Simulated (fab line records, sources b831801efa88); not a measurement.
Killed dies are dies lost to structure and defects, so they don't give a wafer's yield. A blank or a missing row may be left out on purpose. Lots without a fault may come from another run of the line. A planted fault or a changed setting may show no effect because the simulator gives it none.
A struck lot beside a sound one | flow sfq_line | 42 steps out of a route of 325
Sound: wafers L590.3, L590.4, L590.6. Struck: wafers L599.1, L599.4, L599.6. The cause comes at the end.
At each step with rows: each side's tool, then ch and its chambers, then its first start. Under that, the readings that differ: sound wafers | struck wafers | difference of the means | sigmas: that difference in standard deviations of wafers without a fault.
alike: readings whose means differ by less than 2 such deviations, and words and numbers that are the same on both sides. not compared: withheld readings, readings that some wafer has no value for, bounds like >300 that may hide the same value, and numbers for which the record gives no deviation and whose values overlap.
The two part at a step that has a row with sigmas, a row that says differs or no value, or rows on one side only. Numbers that don't overlap but have no deviation are shown without sigmas and don't part them. A reading that every wafer of one side lacks parts them only if that side has two wafers or more.

first, 6 steps without rows for these wafers: SFQ_TRILAYER_M0_LITHO_COAT_026 (resist thk 62 nm); SFQ_TRILAYER_M0_LITHO_COAT_021 (resist thk 600 nm); SFQ_TRILAYER_M0_LITHO_SOFTBAKE_025; SFQ_TRILAYER_M0_LITHO_EXPOSE_022 (exposes mask M0, target cd 500 nm); SFQ_TRILAYER_M0_LITHO_PEB_024 (peb time 60 s); SFQ_TRILAYER_M0_LITHO_DEVELOP_023 (time 60 s).
SFQ_M0_OVL_MEAS_906:
  sound on overlay-02, day 12 20:23; struck on overlay-01, day 15 14:50
  reading     | sound | struck    | difference | sigmas
  M0_OVL (nm) | 5 2 4 | -9 -8 -11 | -13        | -2
SFQ_TRILAYER_M0_BARC_OPEN_METAL_ETCH_031: etches BARC in O2, target depth 125 nm, time 41.7 s.
  sound on rie_metal-02 ch 0,1, day 12 20:26; struck on rie_metal-03 ch 0,1, day 15 14:53
  alike: drypump_motor_current_A, oes_product_au
  not compared: rf_hours_counter_h
SFQ_TRILAYER_M0_ETCH_METAL_ETCH_024: etches Nb in Cl2/Ar, stops on SiO2, target depth 240 nm, time 120 s.
  sound on rie_metal-02 ch 0,1, day 12 20:31; struck on rie_metal-03 ch 0,1, day 15 14:56
  alike: drypump_motor_current_A, oes_product_au
  not compared: rf_hours_counter_h
SFQ_TRILAYER_M0_STRIP_STRIP_025: strips in O2.
  sound on rie_metal-02 ch 0,1, day 12 20:47; struck on rie_metal-03 ch 0,1, day 15 15:04
  alike: drypump_motor_current_A, oes_product_au
  not compared: rf_hours_counter_h
then, 2 steps without rows for these wafers: SFQ_TRILAYER_M0_STRIP_SOLV_CLEAN_026 (cleans in NMP, time 600 s); SFQ_TRILAYER_I0_DEP_PECVD_027 (deposits SiO2 from SiH4/N2O, time 111.11 s, target thk 500 nm).
SFQ_TRILAYER_I0_CMP_CMP_028: polishes SiO2.
  sound on cmp-01 ch 0,2, day 12 21:28; struck on cmp-01 ch 0,3, day 15 16:32
  reading                                             | sound           | struck            | difference | sigmas
  time_to_endpoint_s (s)                              | 205 215 216     | 273 282 285       | +68        | +9
  model.SiO2_of_TRILAYER_I0_DEP_PECVD_027.thk_nm (nm) | 199 198.6 199.3 | 302.6 306.1 306.1 | +106.0     |
  alike: motor_current_A
SFQ_I0_BOW_MEAS_907:
  sound on film_metro-04, day 13 00:30; struck on film_metro-01, day 15 19:32
  alike: I0_BOW
SFQ_TRILAYER_I0_METRO_MEASURE_029:
  sound on film_metro-04, day 13 00:59; struck on film_metro-01, day 15 19:39
  reading     | sound             | struck            | difference | sigmas
  thk_nm (nm) | 199.0 198.6 199.4 | 302.6 306.3 306.1 | +106.0     | +88
then, 6 steps without rows for these wafers: SFQ_TRILAYER_I0_VIA_LITHO_COAT_036 (resist thk 62 nm); SFQ_TRILAYER_I0_VIA_LITHO_COAT_031 (resist thk 650 nm); SFQ_TRILAYER_I0_VIA_LITHO_SOFTBAKE_035; SFQ_TRILAYER_I0_VIA_LITHO_EXPOSE_032 (exposes mask I0, target cd 500 nm); SFQ_TRILAYER_I0_VIA_LITHO_PEB_034 (peb time 60 s); SFQ_TRILAYER_I0_VIA_LITHO_DEVELOP_033 (time 60 s).
-- the record jumps here: 6 days lie between the struck wafers' starts before and after --
SFQ_I0_OVL_MEAS_908:
  sound on overlay-02, day 18 15:14; struck on overlay-01, day 21 19:29
  alike: I0_OVL
SFQ_TRILAYER_I0_VIA_BARC_OPEN_VIA_ETCH_046: etches BARC in O2, target depth 125 nm, time 41.7 s.
  sound on rie_diel-02 ch 1,3, day 18 15:15; struck on rie_diel-02 ch 0,3, day 21 19:32
  alike: drypump_motor_current_A, oes_product_au
  not compared: rf_hours_counter_h
SFQ_TRILAYER_I0_VIA_ETCH_VIA_ETCH_034: etches SiO2 in CHF3, stops on Nb, target depth 260 nm.
  sound on rie_diel-02 ch 1,3, day 18 15:17; struck on rie_diel-02 ch 0,3, day 21 19:34
  reading                        | sound             | struck            | difference | sigmas
  oes_product_au (a.u.)          | 0.845 0.856 0.851 | 0.995 0.982 0.999 | +0.141     | +25
  model.etch.depth_nm (nm)       | 199 198.6 199.3   | 260.3 256.4 260.5 | +60.1      |
  model.I0.feature_depth_nm (nm) | 199 198.6 199.3   | 260.3 256.4 260.5 | +60.1      |
  alike: drypump_motor_current_A
then, 2 steps without rows for these wafers: SFQ_TRILAYER_I0_VIA_STRIP_STRIP_035 (strips in O2); SFQ_TRILAYER_I0_VIA_STRIP_SOLV_CLEAN_036 (cleans in NMP, time 600 s).
SFQ_TRILAYER_M1_DEP_PRE_CLEAN_038: time 22.5 s.
  sound on pvd_sputter-05, day 18 16:11; struck on pvd_sputter-03, day 21 20:28
  reading                                             | sound             | struck            | difference | sigmas
  model.SiO2_of_TRILAYER_I0_DEP_PECVD_027.thk_nm (nm) | 191.5 191.1 191.8 | 295.1 298.6 298.6 | +106.0     |
then, 1 step without rows for these wafers: SFQ_TRILAYER_M1_DEP_SPUTTER_037 (material Nb, target thk 200 nm, time 133.3 s).
SFQ_M1_RS_MEAS_909: measures by four-point-probe.
  sound on film_metro-04, day 18 16:20; struck on film_metro-03, day 21 20:35
  alike: M1_NB_RS
then, 6 steps without rows for these wafers: SFQ_TRILAYER_M1_LITHO_COAT_044 (resist thk 62 nm); SFQ_TRILAYER_M1_LITHO_COAT_039 (resist thk 600 nm); SFQ_TRILAYER_M1_LITHO_SOFTBAKE_043; SFQ_TRILAYER_M1_LITHO_EXPOSE_040 (exposes mask M1, target cd 500 nm); SFQ_TRILAYER_M1_LITHO_PEB_042 (peb time 60 s); SFQ_TRILAYER_M1_LITHO_DEVELOP_041 (time 60 s).
-- the record jumps here: 7 days lie between the struck wafers' starts before and after --
SFQ_M1_OVL_MEAS_911:
  sound on overlay-01, day 24 22:17; struck on overlay-01, day 28 08:55
  alike: M1_OVL
SFQ_TRILAYER_M1_BARC_OPEN_METAL_ETCH_054: etches BARC in O2, target depth 125 nm, time 41.7 s.
  sound on rie_metal-02 ch 0,1, day 24 22:19; struck on rie_metal-02 ch 0,1, day 28 08:56
  alike: drypump_motor_current_A, oes_product_au
  not compared: rf_hours_counter_h
then, 4 steps without rows for these wafers: SFQ_TRILAYER_M1_ETCH_METAL_ETCH_042 (etches Nb in Cl2/Ar, stops on SiO2, target depth 240 nm, time 120 s); SFQ_TRILAYER_M1_STRIP_STRIP_043 (strips in O2); SFQ_TRILAYER_M1_STRIP_SOLV_CLEAN_044 (cleans in NMP, time 600 s); SFQ_TRILAYER_I1_DEP_PECVD_045 (deposits SiO2 from SiH4/N2O, time 111.11 s, target thk 500 nm).
-- the record jumps here: 57 days lie between the struck wafers' starts before and after --
SFQ_M8_BOW_MEAS_951:
  sound on film_metro-02, day 77 13:16; struck on film_metro-04, day 84 23:26
  reading                 | sound             | struck            | difference | sigmas
  model.etest.i0.link_ohm | 1.963 1.964 1.964 | 1e+06 1e+06 1e+06 | +1e+06     |
  alike: M8_BOW

WHERE THEY PART
First at SFQ_M0_OVL_MEAS_906; last, within this record, at SFQ_TRILAYER_I0_VIA_ETCH_VIA_ETCH_034. Later steps at which nothing parts them and some readings are alike: SFQ_M1_RS_MEAS_909, SFQ_M1_OVL_MEAS_911, SFQ_TRILAYER_M1_BARC_OPEN_METAL_ETCH_054, SFQ_M8_BOW_MEAS_951.

WHY: what the simulator had put in
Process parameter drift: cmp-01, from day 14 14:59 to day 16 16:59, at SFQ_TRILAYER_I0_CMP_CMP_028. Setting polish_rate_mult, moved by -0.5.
